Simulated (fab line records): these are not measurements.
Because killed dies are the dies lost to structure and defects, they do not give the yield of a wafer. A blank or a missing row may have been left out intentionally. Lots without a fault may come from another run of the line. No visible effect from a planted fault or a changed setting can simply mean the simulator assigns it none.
Comparing a struck lot with a sound one || flow sky130 || 15 out of 708 route steps
Sound: the wafers L287.2, L287.5, L287.6. The struck wafers were L284.1, L284.3, L284.5. The cause is named last.
Order at every step that has rows: each side's tool, ch and its chambers, its first start. Under that, the readings that differ: sound wafers || struck wafers || difference of the means || sigmas: that difference in standard deviations of wafers without a fault.
alike: a reading whose means differ by less than 2 such deviations, as well as words and numbers matching on both sides. not compared: withheld readings; readings where some wafer has no value; bounds like >300 that might hide an equal value; numbers whose values overlap and for which the record gives no deviation.
A row with sigmas, a row that says differs or no value, or rows on one side alone: a step with any of these is where the two part. Non-overlapping numbers with no deviation appear without sigmas and do not part them. Lack of a reading on every wafer of one side parts them only where that side has two or more wafers.

SKY_NWELL_OVL_MEAS_10:
  sound: overlay-02 at day 9 18:37; struck: overlay-01 at day 9 06:20
  alike: NWELL_00_OVL
then, 3 steps without rows for these wafers: SKY_NWELL_IMPLANT_11; SKY_NWELL_IMPLANT_12; SKY_NWELL_IMPLANT_13.
SKY_NWELL_STRIP_14: strips in O2/N2.
  sound on plasma_asher-04 ch 0,1, day 9 19:06; struck on plasma_asher-02 ch 0,1, day 9 06:49
  alike: drypump_motor_current_A, oes_product_au, strip_time_to_endpoint_s
  not compared: rf_hours_counter_h
SKY_NWELL_TW_MEAS_15:
  sound: film_metro-04 at day 9 19:13; struck: film_metro-03 at day 9 06:55
{"reading": "NWELL_TW", "sound": "1805 1803 1796", "struck": "1835 1832 1836", "difference": "+33", "sigmas": "+3"}
then, 6 steps without rows for these wafers: SKY_NWELL_DEHYDRATE_16 (time 60 s); SKY_NWELL_HMDS_17 (prime time 60 s); SKY_NWELL_COAT_18 (resist thk 3000 nm); SKY_NWELL_SOFTBAKE_19; SKY_NWELL_EXPOSE_20 (exposes mask NWM COMPLEMENT, target cd 840 nm); SKY_NWELL_PEB_21.
SKY_NWELL_DEVELOP_22: develop time 60 s.
  sound on litho_track-04 ch 0, day 10 17:00; struck on litho_track-03 ch 0, day 10 03:00
{"reading": "developer_temp_C (C)", "sound": "23.01 23.04 23.04", "struck": "25.25 25.47 25.28", "difference": "+2.30", "sigmas": "+19"}
  alike: resist_line_temp_C
SKY_NWELL_OVL_MEAS_23:
  sound: overlay-02 at day 10 17:28; struck: overlay-02 at day 10 03:22
  alike: NWELL_01_OVL
-- the record jumps here: 40 days lie between the struck wafers' starts before and after (it left off in module NWELL and takes up again in module PAD_OPEN, whose first step shown is number 708 of the route) --
SKY_PAD_OPEN_PROBE_99:
  the record has rows for the struck wafers here (prober-02, day 50 07:05) and none for the sound ones

## WHERE THEY PART
Last at SKY_PAD_OPEN_PROBE_99 as far as this record goes, first at SKY_NWELL_TW_MEAS_15.

WHY: the cause the simulator had injected
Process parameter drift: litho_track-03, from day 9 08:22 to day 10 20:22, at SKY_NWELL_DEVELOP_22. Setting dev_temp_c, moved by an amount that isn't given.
